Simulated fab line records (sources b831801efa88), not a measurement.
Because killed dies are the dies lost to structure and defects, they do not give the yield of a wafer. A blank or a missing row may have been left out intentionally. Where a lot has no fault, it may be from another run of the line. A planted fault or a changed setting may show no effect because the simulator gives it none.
Chamber matching ; flow gf180mcu ; pecvd-03 running GF_PASSIVATION_CVD_00: 3 sister chambers
The step deposits SiO2 from TEOS, target thk 1000 nm, time 111.95 s. 6 wafers are shown with their chamber, then 11 later ones without.

WAFERS WITH THEIR CHAMBER
wafer;chamber;heater-power-w (W);rf-fwd-power-W (W)
L079.4;0;517;594.4
L080.4;2;756;598.9
L086.3;1;546;597.8
L086.5;2;734;594.4
L086.6;0;514;596.5
L088.3;1;515;596.3

WAFERS MISSING THEIR CHAMBER
wafer;heater-power-w (W);rf-fwd-power-W (W)
L088.4;779;595.9
L088.6;564;598.8
L092.3;553;598.8
L092.4;741;597.3
L092.6;474;600.2
L094.1;569;597.7
L094.3;649;599.2
L094.5;518;598.8
L097.1;781;595.3
L097.2;663;596.9
L097.4;527;597.6

CHAMBER TAKEN BY EACH
wafer;from the rows above;in truth
L088.4;2;2
L088.6;can't be placed: 1 or 0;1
L092.3;can't be placed: 1 or 0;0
L092.4;2;2
L092.6;can't be placed: 0 or 1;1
L094.1;can't be placed: 1 or 0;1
L094.3;can't be placed: 2 or 1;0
L094.5;can't be placed: 1 or 0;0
L097.1;2;2
L097.2;2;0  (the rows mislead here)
L097.4;can't be placed: 1 or 0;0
Placed correctly: 3 of 11. Can't be placed from these rows: 7 (the true chamber is among the candidates in 6). 1 placed wrongly.
How it was worked out, from the rows above alone: a wafer's distance from a chamber is the root of the sum, over the readings, of the square of ((its reading less the chamber's mean) divided by the reading's scatter). The wafer belongs to the nearest chamber; if the next one is less than 2 further off, it can't be placed. For every chamber, the mean is computed from those of its wafers that are shown. The scatter: the root of (the sum of the squares of (reading less its chamber's mean) over the shown wafers, divided by (wafers less chambers)).
